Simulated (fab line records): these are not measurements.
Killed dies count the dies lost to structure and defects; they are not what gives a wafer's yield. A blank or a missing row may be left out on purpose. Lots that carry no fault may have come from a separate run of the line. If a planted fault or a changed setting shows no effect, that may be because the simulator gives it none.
fab line records / flow sky130
[record] lots = 12 wafers = 36 lastDay = 50
route steps=708 shown VT_ADJUST_PCH@150 LDD_LDN@296 METAL2@483 PAD_OPEN@701
lots that met no fault: taken from a fault-free run of the same line
startH: the number of hours between the record's first day and the start of the first shown wafer of the lot / waitH: time in hours since the lot's previous step / " as in the row above / L1.1+2: several wafers, shown together as one row / - no value, or no start was given / * or withheld: withheld / < > ~ a bound
route shown NAME@n: a module of which the file shows steps, and the number in the route of the first / usual: mean/standard deviation of fault-free wafers / same: alike in all rows / chamber/n: place in a boat / sites: each site's reading / _std_site: standard deviation across them / _edge_site: outer sites' mean less inner sites' / radiusMm: how far each site lies from the wafer's centre / mask NAME#n: copy n / behind: the most recent tool/chamber to have shaped the wafer / hold: what put the lot on hold/how long, in hours/how the hold closed / device: the n, p or np transistor that did not switch / end of line: the route-end tests of the same wafers / a step given without rows: its recipe and nothing more / killed: count of dies lost to structure and defects at first sort (not the wafer's yield) / map: shows each die of a wafer: x if killed, . if not, _ if none is there
set.NAME: the setting the step ran with; set.NAME@STEP: the setting that earlier step ran with / model.NAME: the simulator's own value behind a step, which no gauge read
one table for each step of the route and one row for each wafer, over a sample of lots
services: a tool's chamber out of use, with start hour (startH, from the record's first day; less than 0 if before it), hours out, and reason
[[steps]]
[step SKY_VT_ADJUST_PCH_OVL_MEAS_07]
[usual] VT_ADJUST_PCH_OVL = 0.1/1.4
lot.wafer=L602.1 tool=overlay-01 chamber=- startH=234.00 waitH=- VT_ADJUST_PCH_OVL[nm]=-0.5
lot.wafer=L602.2 tool=overlay-01 chamber=- startH=234.00 waitH=- VT_ADJUST_PCH_OVL[nm]=-0.6
lot.wafer=L602.6 tool=overlay-01 chamber=- startH=234.00 waitH=- VT_ADJUST_PCH_OVL[nm]=-1.8
lot.wafer=L603.3 tool=overlay-02 chamber=- startH=243.66 waitH=- VT_ADJUST_PCH_OVL[nm]=0.5
lot.wafer=L603.5 tool=overlay-02 chamber=- startH=243.66 waitH=- VT_ADJUST_PCH_OVL[nm]=1.6
lot.wafer=L603.6 tool=overlay-02 chamber=- startH=243.66 waitH=- VT_ADJUST_PCH_OVL[nm]=0.9
lot.wafer=L605.3 tool=overlay-02 chamber=- startH=258.56 waitH=- VT_ADJUST_PCH_OVL[nm]=1.4
lot.wafer=L605.5 tool=overlay-02 chamber=- startH=258.56 waitH=- VT_ADJUST_PCH_OVL[nm]=-0.7
lot.wafer=L605.6 tool=overlay-02 chamber=- startH=258.56 waitH=- VT_ADJUST_PCH_OVL[nm]=-1.2
lot.wafer=L606.1 tool=overlay-01 chamber=- startH=273.30 waitH=- VT_ADJUST_PCH_OVL[nm]=2.1
lot.wafer=L606.2 tool=overlay-01 chamber=- startH=273.30 waitH=- VT_ADJUST_PCH_OVL[nm]=-0.6
lot.wafer=L606.3 tool=overlay-01 chamber=- startH=273.30 waitH=- VT_ADJUST_PCH_OVL[nm]=-1.2
lot.wafer=L607.3 tool=overlay-02 chamber=- startH=274.26 waitH=- VT_ADJUST_PCH_OVL[nm]=3.7
lot.wafer=L607.5 tool=overlay-02 chamber=- startH=274.26 waitH=- VT_ADJUST_PCH_OVL[nm]=1.1
lot.wafer=L607.6 tool=overlay-02 chamber=- startH=274.26 waitH=- VT_ADJUST_PCH_OVL[nm]=1.6
lot.wafer=L608.1 tool=overlay-02 chamber=- startH=275.80 waitH=- VT_ADJUST_PCH_OVL[nm]=0.5
lot.wafer=L608.2 tool=overlay-02 chamber=- startH=275.80 waitH=- VT_ADJUST_PCH_OVL[nm]=0.6
lot.wafer=L608.5 tool=overlay-02 chamber=- startH=275.80 waitH=- VT_ADJUST_PCH_OVL[nm]=-1.5
lot.wafer=L609.2 tool=overlay-01 chamber=- startH=287.30 waitH=- VT_ADJUST_PCH_OVL[nm]=2.0
lot.wafer=L609.5 tool=overlay-01 chamber=- startH=287.30 waitH=- VT_ADJUST_PCH_OVL[nm]=1.3
lot.wafer=L609.6 tool=overlay-01 chamber=- startH=287.30 waitH=- VT_ADJUST_PCH_OVL[nm]=1.3
lot.wafer=L610.3 tool=overlay-01 chamber=- startH=297.76 waitH=- VT_ADJUST_PCH_OVL[nm]=-2.1
lot.wafer=L610.4 tool=overlay-01 chamber=- startH=297.76 waitH=- VT_ADJUST_PCH_OVL[nm]=-0.9
lot.wafer=L610.5 tool=overlay-01 chamber=- startH=297.76 waitH=- VT_ADJUST_PCH_OVL[nm]=-2.6
lot.wafer=L611.2 tool=overlay-01 chamber=- startH=309.00 waitH=- VT_ADJUST_PCH_OVL[nm]=-0.3
lot.wafer=L611.3 tool=overlay-01 chamber=- startH=309.00 waitH=- VT_ADJUST_PCH_OVL[nm]=-1.3
lot.wafer=L611.4 tool=overlay-01 chamber=- startH=309.00 waitH=- VT_ADJUST_PCH_OVL[nm]=-0.4
lot.wafer=L614.2 tool=overlay-01 chamber=- startH=329.22 waitH=- VT_ADJUST_PCH_OVL[nm]=-1.5
lot.wafer=L614.5 tool=overlay-01 chamber=- startH=329.22 waitH=- VT_ADJUST_PCH_OVL[nm]=-0.6
lot.wafer=L614.6 tool=overlay-01 chamber=- startH=329.22 waitH=- VT_ADJUST_PCH_OVL[nm]=0.1
lot.wafer=L621.2 tool=overlay-02 chamber=- startH=385.57 waitH=- VT_ADJUST_PCH_OVL[nm]=0.2
lot.wafer=L621.3 tool=overlay-02 chamber=- startH=385.57 waitH=- VT_ADJUST_PCH_OVL[nm]=0.0
lot.wafer=L621.4 tool=overlay-02 chamber=- startH=385.57 waitH=- VT_ADJUST_PCH_OVL[nm]=-1.1
lot.wafer=L624.1 tool=overlay-02 chamber=- startH=403.25 waitH=- VT_ADJUST_PCH_OVL[nm]=2.8
lot.wafer=L624.2 tool=overlay-02 chamber=- startH=403.25 waitH=- VT_ADJUST_PCH_OVL[nm]=2.0
lot.wafer=L624.5 tool=overlay-02 chamber=- startH=403.25 waitH=- VT_ADJUST_PCH_OVL[nm]=0.3
[step SKY_LDD_LDN_OVL_MEAS_07]
[usual] LDD_LDN_OVL = -0.4/1.3
lot.wafer=L602.1 tool=overlay-01 chamber=- startH=532.01 waitH=0.1 LDD_LDN_OVL[nm]=-1.5
lot.wafer=L602.2 tool=overlay-01 chamber=- startH=532.01 waitH=0.1 LDD_LDN_OVL[nm]=-2.4
lot.wafer=L602.6 tool=overlay-01 chamber=- startH=532.01 waitH=0.1 LDD_LDN_OVL[nm]=-1.0
lot.wafer=L603.3 tool=overlay-01 chamber=- startH=548.16 waitH=0.1 LDD_LDN_OVL[nm]=-0.6
lot.wafer=L603.5 tool=overlay-01 chamber=- startH=548.16 waitH=0.1 LDD_LDN_OVL[nm]=1.8
lot.wafer=L603.6 tool=overlay-01 chamber=- startH=548.16 waitH=0.1 LDD_LDN_OVL[nm]=0.1
lot.wafer=L605.3 tool=overlay-01 chamber=- startH=567.72 waitH=0.1 LDD_LDN_OVL[nm]=-2.2
lot.wafer=L605.5 tool=overlay-01 chamber=- startH=567.72 waitH=0.1 LDD_LDN_OVL[nm]=-1.7
lot.wafer=L605.6 tool=overlay-01 chamber=- startH=567.72 waitH=0.1 LDD_LDN_OVL[nm]=-0.7
lot.wafer=L606.1 tool=overlay-02 chamber=- startH=577.81 waitH=0.1 LDD_LDN_OVL[nm]=0.0
lot.wafer=L606.2 tool=overlay-02 chamber=- startH=577.81 waitH=0.1 LDD_LDN_OVL[nm]=-2.2
lot.wafer=L606.3 tool=overlay-02 chamber=- startH=577.81 waitH=0.1 LDD_LDN_OVL[nm]=-2.0
lot.wafer=L607.3 tool=overlay-02 chamber=- startH=582.12 waitH=0.1 LDD_LDN_OVL[nm]=-0.3
lot.wafer=L607.5 tool=overlay-02 chamber=- startH=582.12 waitH=0.1 LDD_LDN_OVL[nm]=1.0
lot.wafer=L607.6 tool=overlay-02 chamber=- startH=582.12 waitH=0.1 LDD_LDN_OVL[nm]=-0.7
lot.wafer=L608.1 tool=overlay-02 chamber=- startH=588.06 waitH=0.1 LDD_LDN_OVL[nm]=0.3
lot.wafer=L608.2 tool=overlay-02 chamber=- startH=588.06 waitH=0.1 LDD_LDN_OVL[nm]=0.8
lot.wafer=L608.5 tool=overlay-02 chamber=- startH=588.06 waitH=0.1 LDD_LDN_OVL[nm]=0.8
lot.wafer=L609.2 tool=overlay-02 chamber=- startH=601.03 waitH=0.1 LDD_LDN_OVL[nm]=0.3
lot.wafer=L609.5 tool=overlay-02 chamber=- startH=601.03 waitH=0.1 LDD_LDN_OVL[nm]=1.3
lot.wafer=L609.6 tool=overlay-02 chamber=- startH=601.03 waitH=0.1 LDD_LDN_OVL[nm]=-1.5
lot.wafer=L610.3 tool=overlay-01 chamber=- startH=607.29 waitH=0.1 LDD_LDN_OVL[nm]=0.1
lot.wafer=L610.4 tool=overlay-01 chamber=- startH=607.29 waitH=0.1 LDD_LDN_OVL[nm]=0.8
lot.wafer=L610.5 tool=overlay-01 chamber=- startH=607.29 waitH=0.1 LDD_LDN_OVL[nm]=0.5
lot.wafer=L611.2 tool=overlay-02 chamber=- startH=622.82 waitH=0.1 LDD_LDN_OVL[nm]=-0.3
lot.wafer=L611.3 tool=overlay-02 chamber=- startH=622.82 waitH=0.1 LDD_LDN_OVL[nm]=-0.1
lot.wafer=L611.4 tool=overlay-02 chamber=- startH=622.82 waitH=0.1 LDD_LDN_OVL[nm]=0.7
lot.wafer=L614.2 tool=overlay-02 chamber=- startH=645.67 waitH=0.1 LDD_LDN_OVL[nm]=-0.5
lot.wafer=L614.5 tool=overlay-02 chamber=- startH=645.67 waitH=0.1 LDD_LDN_OVL[nm]=0.0
lot.wafer=L614.6 tool=overlay-02 chamber=- startH=645.67 waitH=0.1 LDD_LDN_OVL[nm]=-0.1
lot.wafer=L621.2 tool=overlay-01 chamber=- startH=697.88 waitH=0.1 LDD_LDN_OVL[nm]=1.3
lot.wafer=L621.3 tool=overlay-01 chamber=- startH=697.88 waitH=0.1 LDD_LDN_OVL[nm]=-1.5
lot.wafer=L621.4 tool=overlay-01 chamber=- startH=697.88 waitH=0.1 LDD_LDN_OVL[nm]=1.6
lot.wafer=L624.1 tool=overlay-01 chamber=- startH=719.81 waitH=0.1 LDD_LDN_OVL[nm]=-2.4
lot.wafer=L624.2 tool=overlay-01 chamber=- startH=719.81 waitH=0.1 LDD_LDN_OVL[nm]=0.8
lot.wafer=L624.5 tool=overlay-01 chamber=- startH=719.81 waitH=0.1 LDD_LDN_OVL[nm]=-1.7
[step SKY_METAL2_SPUTTER_00]
[recipe] material = Ti targetThkNm = 15 powerW = 3000 timeS = 10 chamberPressurePa = 0.4
[usual] throttleValvePct = 30.3/0.55
lot.wafer=L602.1 tool=pvdSputter-02 chamber=- startH=797.17 waitH=0.2 throttleValvePct=30.4
lot.wafer=L602.2 tool=pvdSputter-02 chamber=- startH=797.17 waitH=0.2 throttleValvePct=30.2
lot.wafer=L602.6 tool=pvdSputter-02 chamber=- startH=797.17 waitH=0.2 throttleValvePct=30.0
lot.wafer=L603.3 tool=pvdSputter-01 chamber=- startH=810.74 waitH=0.1 throttleValvePct=31.6
lot.wafer=L603.5 tool=pvdSputter-01 chamber=- startH=810.74 waitH=0.1 throttleValvePct=29.3
lot.wafer=L603.6 tool=pvdSputter-01 chamber=- startH=810.74 waitH=0.1 throttleValvePct=31.7
lot.wafer=L605.3 tool=pvdSputter-02 chamber=- startH=830.27 waitH=0.1 throttleValvePct=30.3
lot.wafer=L605.5 tool=pvdSputter-02 chamber=- startH=830.27 waitH=0.1 throttleValvePct=30.2
lot.wafer=L605.6 tool=pvdSputter-02 chamber=- startH=830.27 waitH=0.1 throttleValvePct=29.6
lot.wafer=L606.1 tool=pvdSputter-02 chamber=- startH=840.96 waitH=0.1 throttleValvePct=30.4
lot.wafer=L606.2 tool=pvdSputter-02 chamber=- startH=840.96 waitH=0.1 throttleValvePct=30.0
lot.wafer=L606.3 tool=pvdSputter-02 chamber=- startH=840.96 waitH=0.1 throttleValvePct=29.7
lot.wafer=L607.3 tool=pvdSputter-02 chamber=- startH=842.68 waitH=0.2 throttleValvePct=29.7
lot.wafer=L607.5 tool=pvdSputter-02 chamber=- startH=842.68 waitH=0.2 throttleValvePct=30.2
lot.wafer=L607.6 tool=pvdSputter-02 chamber=- startH=842.68 waitH=0.2 throttleValvePct=29.7
lot.wafer=L608.1 tool=pvdSputter-02 chamber=- startH=846.96 waitH=0.1 throttleValvePct=30.2
lot.wafer=L608.2 tool=pvdSputter-02 chamber=- startH=846.96 waitH=0.1 throttleValvePct=30.9
lot.wafer=L608.5 tool=pvdSputter-02 chamber=- startH=846.96 waitH=0.1 throttleValvePct=30.1
lot.wafer=L609.2 tool=pvdSputter-01 chamber=- startH=859.21 waitH=0.2 throttleValvePct=30.3
lot.wafer=L609.5 tool=pvdSputter-01 chamber=- startH=859.21 waitH=0.2 throttleValvePct=31.5
lot.wafer=L609.6 tool=pvdSputter-01 chamber=- startH=859.21 waitH=0.2 throttleValvePct=30.2
lot.wafer=L610.3 tool=pvdSputter-03 chamber=- startH=862.43 waitH=0.2 throttleValvePct=29.9
lot.wafer=L610.4 tool=pvdSputter-03 chamber=- startH=862.43 waitH=0.2 throttleValvePct=30.9
lot.wafer=L610.5 tool=pvdSputter-03 chamber=- startH=862.43 waitH=0.2 throttleValvePct=30.7
lot.wafer=L611.2 tool=pvdSputter-03 chamber=- startH=879.41 waitH=0.1 throttleValvePct=30.1
lot.wafer=L611.3 tool=pvdSputter-03 chamber=- startH=879.41 waitH=0.1 throttleValvePct=31.1
lot.wafer=L611.4 tool=pvdSputter-03 chamber=- startH=879.41 waitH=0.1 throttleValvePct=29.8
lot.wafer=L614.2 tool=pvdSputter-01 chamber=- startH=898.36 waitH=0.2 throttleValvePct=29.6
lot.wafer=L614.5 tool=pvdSputter-01 chamber=- startH=898.36 waitH=0.2 throttleValvePct=29.6
lot.wafer=L614.6 tool=pvdSputter-01 chamber=- startH=898.36 waitH=0.2 throttleValvePct=31.7
lot.wafer=L621.2 tool=pvdSputter-01 chamber=- startH=945.92 waitH=0.2 throttleValvePct=30.4
lot.wafer=L621.3 tool=pvdSputter-01 chamber=- startH=945.92 waitH=0.2 throttleValvePct=30.0
lot.wafer=L621.4 tool=pvdSputter-01 chamber=- startH=945.92 waitH=0.2 throttleValvePct=32.0
lot.wafer=L624.1 tool=pvdSputter-02 chamber=- startH=964.62 waitH=0.2 throttleValvePct=30.2
lot.wafer=L624.2 tool=pvdSputter-02 chamber=- startH=964.62 waitH=0.2 throttleValvePct=30.4
lot.wafer=L624.5 tool=pvdSputter-02 chamber=- startH=964.62 waitH=0.2 throttleValvePct=29.7
[step SKY_PAD_OPEN_ETCH_07]
[recipe] chemistry = CF4/O2 targetDepthNm = 725 stopOn = AlCu sourceW = 800 biasW = 150 pressureMtorr = 150 cf4FlowSccm = 80 O2_flow_sccm = 10 timeS = 161.1
[usual] biasW = 150.0/0.45 drypumpMotorCurrentA = 5.6/0.41 oesProductAu = 0.976/0.008 throttleValvePct = 5.964/0.0091
lot.wafer=L602.1 tool=rieDiel-02 chamber=1 startH=1075.73 waitH=- biasW=150.1 drypumpMotorCurrentA=5.4 oesProductAu=0.981 rfHoursCounterH=5 throttleValvePct=5.959
lot.wafer=L602.2 tool=rieDiel-02 chamber=3 startH=1075.73 waitH=- biasW=149.3 drypumpMotorCurrentA=5.1 oesProductAu=0.970 rfHoursCounterH=29 throttleValvePct=5.953
lot.wafer=L602.6 tool=rieDiel-02 chamber=2 startH=1075.73 waitH=- biasW=151.1 drypumpMotorCurrentA=5.7 oesProductAu=0.978 rfHoursCounterH=- throttleValvePct=5.964
lot.wafer=L603.3 tool=rieDiel-01 chamber=3 startH=1085.35 waitH=- biasW=150.2 drypumpMotorCurrentA=5.5 oesProductAu=0.966 rfHoursCounterH=21 throttleValvePct=5.951
lot.wafer=L603.5 tool=rieDiel-01 chamber=3 startH=1085.35 waitH=- biasW=149.9 drypumpMotorCurrentA=5.4 oesProductAu=0.973 rfHoursCounterH=- throttleValvePct=5.977
lot.wafer=L603.6 tool=rieDiel-01 chamber=2 startH=1085.35 waitH=- biasW=150.1 drypumpMotorCurrentA=6.4 oesProductAu=0.977 rfHoursCounterH=- throttleValvePct=5.951
lot.wafer=L605.3 tool=rieDiel-01 chamber=2 startH=1101.10 waitH=- biasW=150.8 drypumpMotorCurrentA=6.4 oesProductAu=0.964 rfHoursCounterH=30 throttleValvePct=5.961
lot.wafer=L605.5 tool=rieDiel-01 chamber=3 startH=1101.10 waitH=- biasW=149.5 drypumpMotorCurrentA=5.5 oesProductAu=0.977 rfHoursCounterH=- throttleValvePct=5.956
lot.wafer=L605.6 tool=rieDiel-01 chamber=0 startH=1101.10 waitH=- biasW=150.3 drypumpMotorCurrentA=5.4 oesProductAu=0.979 rfHoursCounterH=- throttleValvePct=5.976
lot.wafer=L606.1 tool=rieDiel-03 chamber=1 startH=1111.36 waitH=- biasW=149.3 drypumpMotorCurrentA=5.9 oesProductAu=0.987 rfHoursCounterH=5 throttleValvePct=5.960
lot.wafer=L606.2 tool=rieDiel-03 chamber=3 startH=1111.36 waitH=- biasW=150.4 drypumpMotorCurrentA=6.0 oesProductAu=0.970 rfHoursCounterH=16 throttleValvePct=5.961
lot.wafer=L606.3 tool=rieDiel-03 chamber=2 startH=1111.36 waitH=- biasW=150.2 drypumpMotorCurrentA=4.9 oesProductAu=0.972 rfHoursCounterH=13 throttleValvePct=5.973
lot.wafer=L607.3 tool=rieDiel-03 chamber=3 startH=1114.05 waitH=- biasW=149.6 drypumpMotorCurrentA=6.0 oesProductAu=0.967 rfHoursCounterH=16 throttleValvePct=5.965
lot.wafer=L607.5 tool=rieDiel-03 chamber=0 startH=1114.05 waitH=- biasW=150.2 drypumpMotorCurrentA=5.8 oesProductAu=0.974 rfHoursCounterH=- throttleValvePct=5.971
lot.wafer=L607.6 tool=rieDiel-03 chamber=1 startH=1114.05 waitH=- biasW=149.7 drypumpMotorCurrentA=5.9 oesProductAu=0.981 rfHoursCounterH=- throttleValvePct=5.965
lot.wafer=L608.1 tool=rieDiel-02 chamber=1 startH=1114.36 waitH=- biasW=148.9 drypumpMotorCurrentA=5.4 oesProductAu=0.965 rfHoursCounterH=6 throttleValvePct=5.950
lot.wafer=L608.2 tool=rieDiel-02 chamber=3 startH=1114.36 waitH=- biasW=149.6 drypumpMotorCurrentA=5.1 oesProductAu=0.978 rfHoursCounterH=31 throttleValvePct=5.960
lot.wafer=L608.5 tool=rieDiel-02 chamber=1 startH=1114.36 waitH=- biasW=149.8 drypumpMotorCurrentA=5.4 oesProductAu=0.975 rfHoursCounterH=- throttleValvePct=5.961
lot.wafer=L609.2 tool=rieDiel-03 chamber=2 startH=1126.83 waitH=- biasW=149.6 drypumpMotorCurrentA=4.9 oesProductAu=0.970 rfHoursCounterH=13 throttleValvePct=5.949
lot.wafer=L609.5 tool=rieDiel-03 chamber=3 startH=1126.83 waitH=- biasW=150.1 drypumpMotorCurrentA=5.9 oesProductAu=0.990 rfHoursCounterH=- throttleValvePct=5.956
lot.wafer=L609.6 tool=rieDiel-03 chamber=2 startH=1126.83 waitH=- biasW=150.0 drypumpMotorCurrentA=4.9 oesProductAu=0.979 rfHoursCounterH=- throttleValvePct=5.973
lot.wafer=L610.3 tool=rieDiel-02 chamber=2 startH=1127.18 waitH=- biasW=150.3 drypumpMotorCurrentA=5.7 oesProductAu=0.969 rfHoursCounterH=29 throttleValvePct=5.965
lot.wafer=L610.4 tool=rieDiel-02 chamber=3 startH=1127.18 waitH=- biasW=149.7 drypumpMotorCurrentA=5.1 oesProductAu=0.976 rfHoursCounterH=31 throttleValvePct=5.976
lot.wafer=L610.5 tool=rieDiel-02 chamber=0 startH=1127.18 waitH=- biasW=149.9 drypumpMotorCurrentA=5.8 oesProductAu=0.981 rfHoursCounterH=- throttleValvePct=5.980
lot.wafer=L611.2 tool=rieDiel-02 chamber=1 startH=1138.16 waitH=- biasW=149.9 drypumpMotorCurrentA=5.4 oesProductAu=0.980 rfHoursCounterH=7 throttleValvePct=5.948
lot.wafer=L611.3 tool=rieDiel-02 chamber=2 startH=1138.16 waitH=- biasW=149.9 drypumpMotorCurrentA=5.7 oesProductAu=0.984 rfHoursCounterH=30 throttleValvePct=5.966
lot.wafer=L611.4 tool=rieDiel-02 chamber=1 startH=1138.16 waitH=- biasW=150.0 drypumpMotorCurrentA=5.4 oesProductAu=0.976 rfHoursCounterH=- throttleValvePct=5.961
lot.wafer=L614.2 tool=rieDiel-02 chamber=3 startH=1155.36 waitH=- biasW=150.1 drypumpMotorCurrentA=5.1 oesProductAu=0.983 rfHoursCounterH=32 throttleValvePct=5.955
lot.wafer=L614.5 tool=rieDiel-02 chamber=2 startH=1155.36 waitH=- biasW=150.0 drypumpMotorCurrentA=5.7 oesProductAu=0.989 rfHoursCounterH=- throttleValvePct=5.960
lot.wafer=L614.6 tool=rieDiel-02 chamber=1 startH=1155.36 waitH=- biasW=150.2 drypumpMotorCurrentA=5.4 oesProductAu=0.983 rfHoursCounterH=- throttleValvePct=5.960
lot.wafer=L621.2 tool=rieDiel-03 chamber=2 startH=1188.76 waitH=- biasW=149.5 drypumpMotorCurrentA=4.8 oesProductAu=0.893 rfHoursCounterH=16 throttleValvePct=5.943
lot.wafer=L621.3 tool=rieDiel-03 chamber=1 startH=1188.76 waitH=- biasW=150.6 drypumpMotorCurrentA=5.9 oesProductAu=0.979 rfHoursCounterH=7 throttleValvePct=5.970
lot.wafer=L621.4 tool=rieDiel-03 chamber=0 startH=1188.76 waitH=- biasW=150.5 drypumpMotorCurrentA=5.8 oesProductAu=0.891 rfHoursCounterH=17 throttleValvePct=5.945
lot.wafer=L624.1 tool=rieDiel-01 chamber=0 startH=1196.88 waitH=- biasW=149.7 drypumpMotorCurrentA=5.4 oesProductAu=0.975 rfHoursCounterH=25 throttleValvePct=5.964
lot.wafer=L624.2 tool=rieDiel-01 chamber=3 startH=1196.88 waitH=- biasW=150.5 drypumpMotorCurrentA=5.5 oesProductAu=0.975 rfHoursCounterH=25 throttleValvePct=5.977
lot.wafer=L624.5 tool=rieDiel-01 chamber=0 startH=1196.88 waitH=- biasW=150.0 drypumpMotorCurrentA=5.4 oesProductAu=0.972 rfHoursCounterH=- throttleValvePct=5.982
[step SKY_PAD_OPEN_PROBE_99]
[usual] defectLimitedYield = 82.8/2.1 killed_at_M0_to_M3 = 43/7.7 killed_at_M4_up = 3.1/1.7 killedAtContacts = 23/4.8 killedAtFrontEnd = 15/4.5 killedAtOther = 0.3/0.58 killedDies = 85/10 killedOnRim = 17/3.8 killedOpen = 46/7.5 killedShort = 38/6.5 sort_bin_3_pad_short = 0.8/0.38 sort_bin_5_function = 10.3/1.7 sort_bin_6_memory = 6.1/1.1 sortNPass = 407/10 sortYieldPct = 82.8/2.1
[same] grossDies = 492 killedAtBackSide = 0 sort_bin_4_leakage[%] = 0 sort_bin_8_speed[%] = 0
lot.wafer=L621.2 tool=prober-02 chamber=- startH=1191.13 waitH=0.1 defectLimitedYield[%]=0 killed_at_M0_to_M3=58 killed_at_M4_up=3 killedAtContacts=42 killedAtFrontEnd=16 killedAtOther=373 killedDies=492 killedOnRim=96 killedOpen=73 killedShort=45 sort_bin_3_pad_short[%]=0.8 sort_bin_5_function[%]=90.2 sort_bin_6_memory[%]=8.9 sortNPass=0 sortYieldPct[%]=0
lot.wafer=L621.3 tool=prober-02 chamber=- startH=1191.18 waitH=0.2 defectLimitedYield[%]=82.5 killed_at_M0_to_M3=45 killed_at_M4_up=3 killedAtContacts=21 killedAtFrontEnd=17 killedAtOther=0 killedDies=86 killedOnRim=16 killedOpen=50 killedShort=36 sort_bin_3_pad_short[%]=0.8 sort_bin_5_function[%]=9.8 sort_bin_6_memory[%]=6.9 sortNPass=406 sortYieldPct[%]=82.5
lot.wafer=L621.4 tool=prober-02 chamber=- startH=1191.23 waitH=0.2 defectLimitedYield[%]=0 killed_at_M0_to_M3=53 killed_at_M4_up=2 killedAtContacts=23 killedAtFrontEnd=26 killedAtOther=388 killedDies=492 killedOnRim=96 killedOpen=52 killedShort=51 sort_bin_3_pad_short[%]=1.4 sort_bin_5_function[%]=91.9 sort_bin_6_memory[%]=6.7 sortNPass=0 sortYieldPct[%]=0
// killed by level:class
L621.2 PAD_OPEN:areaEtch=373 VIA1:geometricParticle:open=24 CONTACT:geometricParticle:open=18 LI_CONTACT:geometricParticle:open=9 LOCAL_INTERCONNECT:geometricParticle:short=7 VIA1:geometricParticle:short=6 FIELD_ISO:geometricParticle:open=5 CONTACT:geometricParticle:short=5
L621.3 CONTACT:geometricParticle:open=9 VIA1:geometricParticle:open=9 VIA2:geometricParticle:open=7 VIA1:geometricParticle:short=6 METAL1:geometricParticle:short=6 FIELD_ISO:geometricParticle:short=5 METAL1:geometricParticle:open=5 LOCAL_INTERCONNECT:geometricParticle:short=5
L621.4 PAD_OPEN:areaEtch=388 VIA2:geometricParticle:open=13 CONTACT:geometricParticle:open=10 VIA1:geometricParticle:open=10 METAL2:geometricParticle:short=9 POLY_GATE:geometricParticle:short=8 VIA1:geometricParticle:short=6 LI_CONTACT:geometricParticle:short=5
[[services]]
tool=rieDiel-02 chamber=1 startH=777.06 hours=2.8 kind=repair
tool=pvdSputter-02 chamber=- startH=785.23 hours=1.8 kind=repair
tool=pvdSputter-02 chamber=- startH=789.15 hours=0.9 kind=repair
tool=pvdSputter-01 chamber=- startH=791.25 hours=1.6 kind=repair
tool=pvdSputter-02 chamber=- startH=798.55 hours=1.5 kind=repair
tool=rieDiel-03 chamber=1 startH=822.14 hours=2.9 kind=repair
tool=rieDiel-02 chamber=- startH=829.29 hours=2.8 kind=pm
tool=rieDiel-03 chamber=1 startH=830.01 hours=5.3 kind=repair
tool=pvdSputter-02 chamber=- startH=838.69 hours=1.8 kind=repair
tool=rieDiel-03 chamber=- startH=847.79 hours=1.0 kind=repair
tool=rieDiel-02 chamber=1 startH=848.22 hours=6.2 kind=repair
tool=rieDiel-02 chamber=2 startH=930.95 hours=2.9 kind=repair
tool=rieDiel-02 chamber=1 startH=935.19 hours=132.0 kind=repair
tool=pvdSputter-01 chamber=- startH=960.41 hours=2.3 kind=repair
tool=rieDiel-02 chamber=3 startH=975.59 hours=6.5 kind=repair
tool=rieDiel-02 chamber=- startH=998.64 hours=4.3 kind=pm
tool=pvdSputter-01 chamber=- startH=1000.17 hours=5.3 kind=repair
tool=rieDiel-03 chamber=- startH=1002.20 hours=2.8 kind=pm
tool=rieDiel-03 chamber=1 startH=1008.56 hours=5.7 kind=repair
tool=rieDiel-02 chamber=0 startH=1078.39 hours=1.9 kind=repair
tool=rieDiel-02 chamber=0 startH=1111.34 hours=10.0 kind=repair
tool=rieDiel-02 chamber=3 startH=1134.14 hours=4.6 kind=repair
tool=rieDiel-02 chamber=0 startH=1157.68 hours=9.3 kind=repair
tool=rieDiel-02 chamber=0 startH=1171.87 hours=7.1 kind=repair
[[key]]
[firstSign] step = SKY_PAD_OPEN_ETCH_07 reading = oesProductAu direction = down sigmas = 11 usual = 0.976 struck = 0.892
[effect] step = SKY_PAD_OPEN_PROBE_99 reading = killedAtOther direction = up sigmas = 99+ usual = 0.3 struck = 380.5
[moreKillsBornAt] SKY_PAD_OPEN_ETCH_07@rieDiel-03 = 761
metAt SKY_PAD_OPEN_ETCH_07
struckLots L621
struckWafers L621.2,L621.4
laterRowsLeftOut L621.2,L621.4
notActingAt SKY_VT_ADJUST_PCH_OVL_MEAS_07,SKY_LDD_LDN_OVL_MEAS_07,SKY_METAL2_SPUTTER_00
onsetBetween 1126.83 1188.76
[fault] kind = processParameterDrift tool = rieDiel-03 chamber = - onsetH = 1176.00 steps = SKY_PAD_OPEN_ETCH_07 channel = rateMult offset = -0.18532 shape = step endH = 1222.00 scope = struckWafersOnly
// laterRowsLeftOut: the simulator's readings of these wafers behind a module that went badly wrong aren't trusted and aren't shown, but for the sort
